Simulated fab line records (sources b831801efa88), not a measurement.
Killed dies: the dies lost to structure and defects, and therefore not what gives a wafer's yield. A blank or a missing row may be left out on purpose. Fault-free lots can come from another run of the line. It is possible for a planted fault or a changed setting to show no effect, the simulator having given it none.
What tool caused it? + flow sfq-line + Sampling: 13 lots, 39 wafers, 2 of 325 route steps

== WHAT EACH GAUGE READ, for each wafer ==
SFQ_R5_RS_MEAS_933: measurement is done with a four-point probe.
| lot  | measured     | on            | R5_MONX_RS (ohm/sq) |
|------|--------------|---------------|---------------------|
| L595 | day 65 11:10 | film-metro-01 | 7.02 7.03 7.02      |
| L597 | day 70 06:52 | film-metro-02 | 7.12 7.17 7.22      |
| L598 | day 70 09:37 | film-metro-02 | 7.03 6.99 7.04      |
| L599 | day 70 10:28 | film-metro-01 | 6.96 6.98 6.95      |
| L604 | day 70 21:51 | film-metro-01 | 7.05 7.00 6.98      |
| L605 | day 70 23:40 | film-metro-02 | 6.97 6.93 6.90      |
| L608 | day 71 06:19 | film-metro-03 | 7.12 7.11 6.83      |
| L611 | day 74 19:22 | film-metro-03 | 6.97 7.03 7.05      |
| L612 | day 75 08:02 | film-metro-01 | 7.03 6.97 6.94      |
| L614 | day 76 03:19 | film-metro-01 | 7.07 7.03 7.08      |
| L615 | day 76 11:22 | film-metro-03 | 7.04 7.07 6.96      |
| L616 | day 76 14:50 | film-metro-01 | 7.09 7.00 7.04      |
| L618 | day 76 18:44 | film-metro-01 | 7.10 7.20 7.17      |

== TOOL THAT RAN EACH LOT (tool first, then ch and the chambers of the sampled wafers, then the start) ==
| lot  | SFQ_TRILAYER_R5_DEP_SPUTTER_133 |
|------|---------------------------------|
| L595 | pvd-sputter-05, day 65 11:03    |
| L597 | pvd-sputter-04, day 70 06:47    |
| L598 | pvd-sputter-06, day 70 09:33    |
| L599 | pvd-sputter-04, day 70 10:23    |
| L604 | pvd-sputter-05, day 70 21:47    |
| L605 | pvd-sputter-06, day 70 23:35    |
| L608 | pvd-sputter-04, day 71 06:11    |
| L611 | pvd-sputter-05, day 74 19:15    |
| L612 | pvd-sputter-06, day 75 07:57    |
| L614 | pvd-sputter-06, day 76 03:13    |
| L615 | pvd-sputter-04, day 76 11:18    |
| L616 | pvd-sputter-05, day 76 14:44    |
| L618 | pvd-sputter-04, day 76 18:40    |
- SFQ_TRILAYER_R5_DEP_SPUTTER_133: material MoNx, target thk 40 nm, time 66.7 s.

== WHAT THE TOOLS THEMSELVES READ (means of the sampled wafers that have a number; where no wafer has one, the mark that the record gives instead) ==
SFQ_TRILAYER_R5_DEP_SPUTTER_133.
| lot  | tool           | base-pressure-pa (Pa) | throttle-valve-pct (%) |
|------|----------------|-----------------------|------------------------|
| L595 | pvd-sputter-05 | 1.34e-06              | 29.8                   |
| L597 | pvd-sputter-04 | 1.39e-06              | 29.4                   |
| L598 | pvd-sputter-06 | 1.41e-06              | 30.1                   |
| L599 | pvd-sputter-04 | 1.36e-06              | 29.1                   |
| L604 | pvd-sputter-05 | 1.42e-06              | 30.1                   |
| L605 | pvd-sputter-06 | 1.31e-06              | 29.9                   |
| L608 | pvd-sputter-04 | 1.38e-06              | 30.1                   |
| L611 | pvd-sputter-05 | 1.32e-06              | 30.3                   |
| L612 | pvd-sputter-06 | 1.33e-06              | 30.3                   |
| L614 | pvd-sputter-06 | 1.33e-06              | 29.4                   |
| L615 | pvd-sputter-04 | 1.36e-06              | 29.5                   |
| L616 | pvd-sputter-05 | 1.36e-06              | 29.7                   |
| L618 | pvd-sputter-04 | 1.32e-06              | 29.5                   |

== THE ANSWER, worked out from the rows above alone ==
Rule: the lots themselves supply what counts as usual. The widest of any qualifying gaps counts: lots, ordered by their means at a reading, are off when they make up no more than a third of the lots, leave a main group of 4 or more, and stand apart from it by 3 or more times the standard deviation of that group's means. The tables above print the reading to a certain number of digits; a main group whose means all agree to those digits is not used. A lot without any number at a reading at which 4 lots or more have one is off too. All remaining lots with rows at the step are treated as sound. The gauges are gone through in route order, then the tools' own readings, and for those a lot's mean is taken as printed above. The first step at which some lot is off is used, and at that step the reading that is off furthest; a lot without a number counts as furthest.
Nothing can be told from this: no lot is off at any reading shown.

== WHAT WAS PUT IN BY THE SIMULATOR ==
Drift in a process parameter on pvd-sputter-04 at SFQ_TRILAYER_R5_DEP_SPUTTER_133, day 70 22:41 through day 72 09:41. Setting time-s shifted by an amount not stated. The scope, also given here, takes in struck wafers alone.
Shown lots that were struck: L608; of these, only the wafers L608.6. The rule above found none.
